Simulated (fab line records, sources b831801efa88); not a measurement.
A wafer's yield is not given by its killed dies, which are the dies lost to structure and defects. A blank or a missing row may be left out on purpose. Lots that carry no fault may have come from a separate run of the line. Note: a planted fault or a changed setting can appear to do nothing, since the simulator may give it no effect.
Split-lot study	flow sky130	route with 708 steps; 5 lots, 23 wafers read

ON THE SPLIT
At SKY_LDD_P_EXPOSE_04 (exposes mask PSDM, target cd 380 nm), the setting doseMj was moved away from the recipe's 138 on 8 of the 23 wafers read, by -6.6% to +4.5%. The other wafers ran this setting at the recipe's value.

FROM THE SPLIT TO THE READING: what the file shows between them, 2 steps
- SKY_LDD_P_PEB_05
- SKY_LDD_P_DEVELOP_06: develop time 60 s

THE READING
Shown in nm: cdNm at SKY_LDD_P_CD_MEAS_07, with target cd 380 nm. Typical for fault-free wafers on this fab line: 381.6 nm, with standard deviation 2.8 nm.

wafer	tool, chamber at the split	doseMj as run	against the recipe	cdNm, nm	against lot-mates on the recipe
L076.1	ilineStepper-01, 0	138	recipe	372.9	-
L076.2	ilineStepper-01, 0	138	recipe	376.4	-
L076.3	ilineStepper-01, 0	138	recipe	376.8	-
L076.5	ilineStepper-01, 0	138	recipe	373.7	-
L076.6	ilineStepper-01, 0	138	recipe	373.5	-
L077.2	ilineStepper-01, 0	128.9	-6.6%	365.4	-16.8
L077.3	ilineStepper-01, 0	138	recipe	382.8	-
L077.4	ilineStepper-01, 0	138	recipe	381.4	-
L077.5	ilineStepper-01, 0	128.9	-6.6%	364.2	-18.0
L077.6	ilineStepper-01, 0	138	recipe	382.3	-
L079.2	ilineStepper-01, 0	138	recipe	379.7	-
L079.3	ilineStepper-01, 0	138	recipe	382.3	-
L079.4	ilineStepper-01, 0	129	-6.5%	362.8	-18.2
L079.5	ilineStepper-01, 0	129	-6.5%	363.3	-17.7
L079.6	ilineStepper-01, 0	129	-6.5%	361.8	-19.2
L081.2	ilineStepper-02, 0	138	recipe	380.6	-
L081.4	ilineStepper-02, 0	138	recipe	379.4	-
L081.6	ilineStepper-02, 0	138	recipe	380.4	-
L085.1	ilineStepper-01, 0	144.2	+4.5%	392.8	+12.7
L085.2	ilineStepper-01, 0	138	recipe	379.9	-
L085.4	ilineStepper-01, 0	144.2	+4.5%	392.3	+12.2
L085.5	ilineStepper-01, 0	144.2	+4.5%	394.1	+14.0
L085.6	ilineStepper-01, 0	138	recipe	380.3	-

FIT RESULTS
A straight line over all 23 wafers: cdNm changes by +2.57 nm for each +1% of doseMj; r = +0.95; the points scatter about the line by 3 nm.
The same after taking each lot's own level away (the mean of its wafers on the recipe; 23 wafers): +2.78 nm for each +1%; r = +0.99; scatter 1.1 nm.
Per that fit: largest doseMj move, reading shift of 18 nm.
The span of the lots' own levels, 374.66 to 382.17 nm, comes to 2.7 times the standard deviation stated above.
The two slopes are in agreement: the lot-to-lot level therefore moves the slope only a little.
Check: for one of the wafers moved furthest among these (-6.6%), held out of the fit, the line's prediction against its lot-mates is -18.5 nm. Against them it came out at -16.8 nm.

OTHER SPLITS ON THESE WAFERS
Note: prior to the reading, these wafers also went through further splits. Each is held against what the fit with the lots' levels taken away leaves over:
other split on the same wafers	wafers away from the commonest value	r with cdNm (lot level and that fit taken away)
SKY_POLY_GATE_EXPOSE_10 doseMj	10	+0.05
SKY_POLY_GATE_ETCH_15 timeS	10	-0.39
SKY_LDD_N_IMPLANT_09 energyKev	5	+0.12

THE FILE'S OWN FIT
cdNm changes by +2.75 nm for each +1% of doseMj, r = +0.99.
